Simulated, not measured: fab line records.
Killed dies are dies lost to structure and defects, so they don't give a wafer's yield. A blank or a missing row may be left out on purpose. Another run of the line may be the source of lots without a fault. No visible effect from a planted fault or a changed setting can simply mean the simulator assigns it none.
Which tool is to blame? -- flow sky130 -- 21 wafers from 7 lots sampled at 4 of the route's 708 steps

## WHAT EACH GAUGE READ, for each wafer
SKY_FIELD_ISO_THK_MEAS_25.
lot,measured,on,FIELD_ISO_CVD_24_THK (nm)
L137,day 3 02:03,film-metro-03,596 596 598
L139,day 3 11:46,film-metro-01,586 598 601
L141,day 3 22:58,film-metro-01,590 584 585
L143,day 4 08:26,film-metro-02,598 602 596
L145,day 4 19:37,film-metro-02,595 582 591
L148,day 5 10:25,film-metro-01,584 589 585
L151,day 6 00:12,film-metro-03,582 592 593

## WHICH TOOL RAN EACH LOT (tool, then ch and the chambers of the sampled wafers, then the start)
lot,SKY_FIELD_ISO_PEB_11,SKY_FIELD_ISO_ETCH_14,SKY_FIELD_ISO_STRIP_16
L137,"litho-track-03 ch 0, day 2 23:00","rie-diel-03 ch 1,2,3, day 3 00:13","plasma-asher-01 ch 0,1, day 3 00:19"
L139,"litho-track-02 ch 0, day 3 08:00","rie-diel-04 ch 2,3, day 3 08:28","plasma-asher-01 ch 0,1, day 3 08:34"
L141,"litho-track-04 ch 0, day 3 17:00","rie-diel-02 ch 0,1,2, day 3 18:22","plasma-asher-03 ch 0,1, day 3 18:28"
L143,"litho-track-04 ch 0, day 4 04:00","rie-diel-03 ch 2,3, day 4 05:22","plasma-asher-04 ch 0,1, day 4 05:28"
L145,"litho-track-03 ch 0, day 4 14:00","rie-diel-02 ch 0,1,2, day 4 15:01","plasma-asher-03 ch 0,1, day 4 15:07"
L148,"litho-track-03 ch 0, day 5 05:00","rie-diel-04 ch 0,1, day 5 05:43","plasma-asher-01 ch 0,1, day 5 05:50"
L151,"litho-track-03, day 5 21:00","rie-diel-04 ch 0,1, day 5 22:16","plasma-asher-04 ch 0,1, day 5 22:22"
- SKY_FIELD_ISO_PEB_11
- SKY_FIELD_ISO_ETCH_14: etches BARC in N2/H2, stops on SiO2, time 45.9 s, target depth 60 nm.
- SKY_FIELD_ISO_STRIP_16: strips in O2/N2.

## THE ANSWER, worked out from the rows above alone
Rule: what is usual is taken from the lots themselves. Put in order of their means at a reading, lots are off if they are a third of the lots or fewer, leave a main group of 4 or more, and stand apart from it by a gap of 3 or more times the standard deviation of the main group's means; of several such gaps the widest counts. If all means in a main group match to the digits the tables above print for the reading, that group is not used. Also off: a lot with no number at a reading for which 4 or more lots have one. The other lots that the step has rows for count as sound.
No lot is off on any of the readings shown, so nothing can be concluded from this.

## WHAT HAD BEEN PUT IN BY THE SIMULATOR
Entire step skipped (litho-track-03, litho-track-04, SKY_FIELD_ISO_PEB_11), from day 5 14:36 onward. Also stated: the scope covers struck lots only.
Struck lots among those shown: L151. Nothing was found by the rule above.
